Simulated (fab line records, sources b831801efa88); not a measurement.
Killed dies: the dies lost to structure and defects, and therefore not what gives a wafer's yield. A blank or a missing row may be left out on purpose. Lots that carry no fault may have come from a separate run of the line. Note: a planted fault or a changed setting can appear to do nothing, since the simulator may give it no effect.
Which tool is to blame? | flow gf180mcu | 7 lots, 21 wafers sampled, at 4 steps of a route of 602

## WHAT THE GAUGES SHOWED, per wafer
GF_MIM_THK_MEAS_06.
lot  | measured     | on            | MIM_CVD_05_THK (nm)
L271 | day 25 07:42 | film-metro-04 | 41.3 42.3 42.1
L274 | day 26 15:48 | film-metro-02 | 42.1 42.3 42.3
L277 | day 27 10:04 | film-metro-04 | 42.6 42.3 42.2
L280 | day 29 00:04 | film-metro-02 | 57.5 56.4 56.8
L284 | day 29 16:25 | film-metro-02 | 42.8 43.6 42.9
L288 | day 30 14:36 | film-metro-01 | 41.2 41.0 41.6
L291 | day 31 07:57 | film-metro-02 | 42.6 42.8 43.1

## WHICH TOOL RAN EACH LOT (tool, then ch and the chambers of the sampled wafers, then the start)
lot  | GF_V3_SPUTTER_22             | GF_M4_SPUTTER_00             | GF_MIM_CVD_05
L271 | pvd-sputter-01, day 23 07:18 | pvd-sputter-02, day 23 07:56 | pecvd-01 ch 0,1, day 25 07:39
L274 | pvd-sputter-03, day 24 16:43 | pvd-sputter-04, day 24 17:21 | pecvd-04 ch 1,2, day 26 15:44
L277 | pvd-sputter-01, day 25 13:17 | pvd-sputter-04, day 25 13:55 | pecvd-04 ch 1,2, day 27 10:00
L280 | pvd-sputter-03, day 27 04:11 | pvd-sputter-03, day 27 04:49 | pecvd-01 ch 0,1,2, day 29 00:01
L284 | pvd-sputter-03, day 27 22:35 | pvd-sputter-04, day 27 23:13 | pecvd-03 ch 0,1, day 29 16:23
L288 | pvd-sputter-01, day 28 22:11 | pvd-sputter-04, day 28 22:49 | pecvd-04 ch 1,2, day 30 14:33
L291 | pvd-sputter-03, day 29 14:49 | pvd-sputter-03, day 29 15:27 | pecvd-03 ch 0,2, day 31 07:54
- GF_V3_SPUTTER_22: material TiN, target thk 10 nm, time 40 s.
- GF_M4_SPUTTER_00: material Ti, target thk 37.5 nm, time 150 s.
- GF_MIM_CVD_05: deposits Si3N4, target thk 42 nm, time 29.086 s.

## THE ANSWER, worked out from the rows above alone
Rule: the usual values come from the lots themselves. Put in order of their means at a reading, lots are off if they are a third of the lots or fewer, leave a main group of 4 or more, and stand apart from it by a gap of 3 or more times the standard deviation of the main group's means; of several such gaps the widest counts. Not used: any main group whose means are identical at the precision the tables above print for the reading. A lot without any number at a reading at which 4 lots or more have one is off too. The other lots that the step has rows for count as sound.
Off: L280, seen at GF_MIM_THK_MEAS_06 (MIM_CVD_05_THK). The main group has a mean of 42.3 nm with a standard deviation of 0.6.
If a tool, at a process step before that reading, ran all the lots that are off and no sound lot after the first of them, it fits. The gauges at GF_MIM_THK_MEAS_06 are tried like those tools. One fits: pecvd-01 at GF_MIM_CVD_05. A fault onset in the window from L271 (day 25 07:39, its last sound lot) to L280 (day 29 00:01, its first lot off) fits.

## WHAT HAD BEEN PUT IN BY THE SIMULATOR
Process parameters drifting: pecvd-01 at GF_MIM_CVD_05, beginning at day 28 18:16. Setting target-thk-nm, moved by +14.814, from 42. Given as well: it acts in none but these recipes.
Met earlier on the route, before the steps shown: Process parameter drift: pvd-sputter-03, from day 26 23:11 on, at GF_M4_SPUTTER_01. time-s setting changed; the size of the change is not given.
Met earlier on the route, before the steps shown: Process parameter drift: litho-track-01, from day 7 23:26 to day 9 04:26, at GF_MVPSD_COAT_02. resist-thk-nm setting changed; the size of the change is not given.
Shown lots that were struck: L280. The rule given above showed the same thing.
